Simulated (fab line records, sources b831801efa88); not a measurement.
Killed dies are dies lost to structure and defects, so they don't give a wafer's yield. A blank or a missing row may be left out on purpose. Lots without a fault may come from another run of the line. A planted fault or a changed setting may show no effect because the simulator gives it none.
A struck lot beside a sound one | flow sky130 | 43 steps out of a route of 708
Sound: wafers L639.1, L639.5, L639.6. Struck: wafer L653.1. (L653.2, L653.4 of the same lot were not struck and are left out.) The cause comes at the end.
At each step with rows: each side's tool, then ch and its chambers, then its first start. Under that, the readings that differ: sound wafers | struck wafers | difference of the means | sigmas: that difference in standard deviations of wafers without a fault.
alike: readings whose means differ by less than 2 such deviations, and words and numbers that are the same on both sides. not compared: withheld readings, readings that some wafer has no value for, bounds like >300 that may hide the same value, and numbers for which the record gives no deviation and whose values overlap.
The two part at a step that has a row with sigmas, a row that says differs or no value, or rows on one side only. Numbers that don't overlap but have no deviation are shown without sigmas and don't part them. A reading that every wafer of one side lacks parts them only if that side has two wafers or more.

first, 6 steps without rows for these wafers: SKY_LI_CONTACT_COAT_06 (resist thk 60 nm); SKY_LI_CONTACT_COAT_07 (resist thk 450 nm); SKY_LI_CONTACT_SOFTBAKE_08 (time 90 s); SKY_LI_CONTACT_EXPOSE_09 (exposes mask LICM1, target cd 170 nm); SKY_LI_CONTACT_PEB_10; SKY_LI_CONTACT_DEVELOP_11 (develop time 60 s).
SKY_LI_CONTACT_CD_MEAS_12: target cd 170 nm.
  sound on cd_sem-01, day 30 04:56; struck on cd_sem-02, day 34 13:40
  alike: cd_nm
SKY_LI_CONTACT_OVL_MEAS_13:
  sound on overlay-02, day 30 05:03; struck on overlay-02, day 34 13:47
  alike: LI_CONTACT_OVL
SKY_LI_CONTACT_ETCH_14: etches BARC in N2/H2, stops on SiO2, time 45.9 s, target depth 60 nm.
  sound on rie_diel-03 ch 1,2, day 30 05:05; struck on rie_diel-04 ch 2, day 34 13:50
  alike: drypump_motor_current_A, oes_product_au, throttle_valve_pct
  not compared: rf_hours_counter_h
then, 3 steps without rows for these wafers: SKY_LI_CONTACT_ETCH_15 (etches PSG in C4F8/O2/Ar, stops on Si, target depth 600 nm); SKY_LI_CONTACT_STRIP_16 (strips in O2/N2); SKY_LI_CONTACT_CLEAN_17 (cleans in NMP, time 600 s).
SKY_LI_CONTACT_PRE_CLEAN_18: time 5.6 s.
  sound on pvd_sputter-02, day 30 05:29; struck on pvd_sputter-04, day 34 14:14
SKY_LI_CONTACT_SPUTTER_19: material Ti, target thk 20 nm, time 106.37 s.
  sound on pvd_sputter-02, day 30 05:30; struck on pvd_sputter-04, day 34 14:15
  reading                | sound          | struck | difference | sigmas
  throttle_valve_pct (%) | 28.7 30.0 29.0 | 31.2   | +2.0       | +3
  alike: cathode_dc_power_W
then, 2 steps without rows for these wafers: SKY_LI_CONTACT_SPUTTER_20 (material TiN, target thk 20 nm, time 80 s); SKY_LI_CONTACT_CVD_21 (deposits W, target thk 400 nm, time 120.56 s).
SKY_LI_CONTACT_RS_MEAS_22: measures by four-point-probe.
  sound on film_metro-03, day 30 05:46; struck on film_metro-03, day 34 14:31
  reading                  | sound             | struck | difference | sigmas
  LI_CONTACT_W_RS (ohm/sq) | 0.272 0.278 0.270 | 0.287  | +0.014     | +2
SKY_LI_CONTACT_THK_MEAS_23: measures by xrf.
  sound on film_metro-03, day 30 05:53; struck on film_metro-03, day 34 14:38
  reading               | sound       | struck | difference | sigmas
  LI_CONTACT_W_THK (nm) | 440 427 438 | 409    | -26        | -3
SKY_LI_CONTACT_CMP_24: polishes, stops on PSG, t overpolish 20 s, target thk 0 nm.
  sound on cmp-02 ch 0,1,3, day 30 06:06; struck on cmp-01 ch 2, day 34 14:41
  alike: motor_current_A, overpolish_run_s, platen_rpm, time_to_endpoint_s
then, 1 step without rows for these wafers: SKY_LOCAL_INTERCONNECT_SPUTTER_00 (material TiN, target thk 100 nm, time 83.3 s).
SKY_LOCAL_INTERCONNECT_RS_MEAS_01: measures by four-point-probe.
  sound on film_metro-04, day 30 06:19; struck on film_metro-01, day 34 15:04
  alike: LOCAL_INTERCONNECT_TIN_RS
SKY_LOCAL_INTERCONNECT_THK_MEAS_02: measures by xrf.
  sound on film_metro-04, day 30 06:26; struck on film_metro-01, day 34 15:11
  alike: LOCAL_INTERCONNECT_TIN_THK
then, 8 steps without rows for these wafers: SKY_LOCAL_INTERCONNECT_DEHYDRATE_03 (time 60 s); SKY_LOCAL_INTERCONNECT_HMDS_04 (prime time 60 s); SKY_LOCAL_INTERCONNECT_COAT_05 (resist thk 60 nm); SKY_LOCAL_INTERCONNECT_COAT_06 (resist thk 450 nm); SKY_LOCAL_INTERCONNECT_SOFTBAKE_07 (time 90 s); SKY_LOCAL_INTERCONNECT_EXPOSE_08 (exposes mask LI1M, target cd 170 nm); SKY_LOCAL_INTERCONNECT_PEB_09; SKY_LOCAL_INTERCONNECT_DEVELOP_10 (develop time 60 s).
SKY_LOCAL_INTERCONNECT_CD_MEAS_11: target cd 170 nm.
  sound on cd_sem-01, day 31 10:40; struck on cd_sem-02, day 35 16:55
  alike: cd_nm
SKY_LOCAL_INTERCONNECT_OVL_MEAS_12:
  sound on overlay-02, day 31 10:47; struck on overlay-01, day 35 17:02
  alike: LOCAL_INTERCONNECT_OVL
SKY_LOCAL_INTERCONNECT_ETCH_13: etches BARC in N2/H2, stops on SiO2, time 45.9 s, target depth 60 nm.
  sound on rie_metal-02 ch 0,1, day 31 10:50; struck on rie_metal-02 ch 1, day 35 17:05
  alike: drypump_motor_current_A, oes_product_au, throttle_valve_pct
  not compared: rf_hours_counter_h
then, 1 step without rows for these wafers: SKY_LOCAL_INTERCONNECT_METAL_ETCH_14 (etches TiN in Cl2/BCl3, stops on PSG, target depth 110 nm, time 31.4 s).
SKY_LOCAL_INTERCONNECT_STRIP_15: strips in O2/N2.
  sound on plasma_asher-04 ch 0,1, day 31 10:56; struck on plasma_asher-04 ch 1, day 35 17:11
  reading                      | sound             | struck | difference | sigmas
  strip_time_to_endpoint_s (s) | 4.688 4.736 4.704 | 4.775  | +0.066     | +3
  alike: drypump_motor_current_A, oes_product_au
  not compared: rf_hours_counter_h
then, 4 steps without rows for these wafers: SKY_LOCAL_INTERCONNECT_STRIP_16 (strips in post etch residue remover, time 1200 s); SKY_LOCAL_INTERCONNECT_CLEAN_17 (cleans in IPA, time 180 s); SKY_LOCAL_INTERCONNECT_CLEAN_18 (cleans in O3/DIW); SKY_CONTACT_CVD_00 (deposits Si3N4, target thk 75 nm).
SKY_CONTACT_THK_MEAS_01:
  sound on film_metro-01, day 31 11:40; struck on film_metro-01, day 35 17:49
  reading                 | sound          | struck | difference | sigmas
  CONTACT_CVD_00_THK (nm) | 75.0 76.0 75.5 | 73.2   | -2.3       | -2
then, 1 step without rows for these wafers: SKY_CONTACT_HDPCVD_02 (deposits SiO2, target thk 565 nm, time 94.2 s).
SKY_CONTACT_THK_MEAS_03:
  sound on film_metro-02, day 31 11:47; struck on film_metro-02, day 35 17:57
  alike: CONTACT_HDPCVD_THK
-- the record jumps here: 14 days lie between the struck wafers' starts before and after (it left off in module CONTACT and takes up again in module PAD_OPEN, whose first step shown is number 708 of the route) --
SKY_PAD_OPEN_PROBE_99:
  sound on prober-01, day 46 15:36; struck on prober-01, day 49 16:11
  reading             | sound     | struck | difference | sigmas
  killed_at_M0_to_M3  | 48 51 41  | 34     | -13        | -2
  killed_at_contacts  | 20 27 27  | 84     | +59        | +11
  killed_at_front_end | 16 18 17  | 6      | -11        | -3
  killed_dies         | 85 103 87 | 127    | +35        | +4
  alike: killed_at_M4_up, killed_at_other, killed_open, killed_short

WHERE THEY PART
First at SKY_LI_CONTACT_SPUTTER_19; last, within this record, at SKY_PAD_OPEN_PROBE_99.

WHY: what the simulator had put in
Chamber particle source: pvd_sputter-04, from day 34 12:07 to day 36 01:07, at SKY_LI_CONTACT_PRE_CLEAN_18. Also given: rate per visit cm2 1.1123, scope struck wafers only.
